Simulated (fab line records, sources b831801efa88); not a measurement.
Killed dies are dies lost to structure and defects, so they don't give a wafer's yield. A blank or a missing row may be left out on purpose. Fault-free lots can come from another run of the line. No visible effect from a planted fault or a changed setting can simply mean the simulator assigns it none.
Matching of chambers    flow gf180mcu    GF_V1_CMP_26 on cmp-01 has 4 sister chambers
The step polishes, stops on SiO2, t overpolish 15 s, target thk 0 nm. 4 wafers are shown with their chamber, then 9 later ones without.

== WAFERS, EACH WITH ITS CHAMBER ==
wafer   chamber  motor current A (A)
L085.2  0        9.7
L088.2  3        12.0
L088.3  1        13.1
L088.6  2        10.3

== WAFERS WITHOUT THEIR CHAMBER ==
wafer   motor current A (A)
L087.1  9.1
L087.3  9.9
L087.4  11.4
L089.2  12.3
L089.4  12.6
L089.5  12.9
L097.2  11.6
L097.3  12.6
L097.6  12.9

== EACH ONE'S CHAMBER ==
wafer   from the rows above      in truth
L087.1  can't be placed: 0 or 2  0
L087.3  can't be placed: 0 or 2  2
L087.4  can't be placed: 3 or 2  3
L089.2  can't be placed: 3 or 1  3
L089.4  can't be placed: 1 or 3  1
L089.5  can't be placed: 1 or 3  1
L097.2  3                        3
L097.3  can't be placed: 1 or 3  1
L097.6  can't be placed: 1 or 3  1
Correctly placed: 1 of 9. Can't be placed from these rows: 8 (the true chamber is among the candidates in 8). Placed wrongly: 0.
How it was worked out, from the rows above alone: a wafer's distance from a chamber is the root of the sum, over the readings, of the square of ((its reading less the chamber's mean) divided by the reading's scatter). The wafer belongs to the nearest chamber; if the next one is less than 2 further off, it can't be placed. Each chamber's mean is taken over the wafers shown for it. The scatter: root of mean squared gap, hidden wafer to nearest shown wafer, with one shown wafer a chamber.
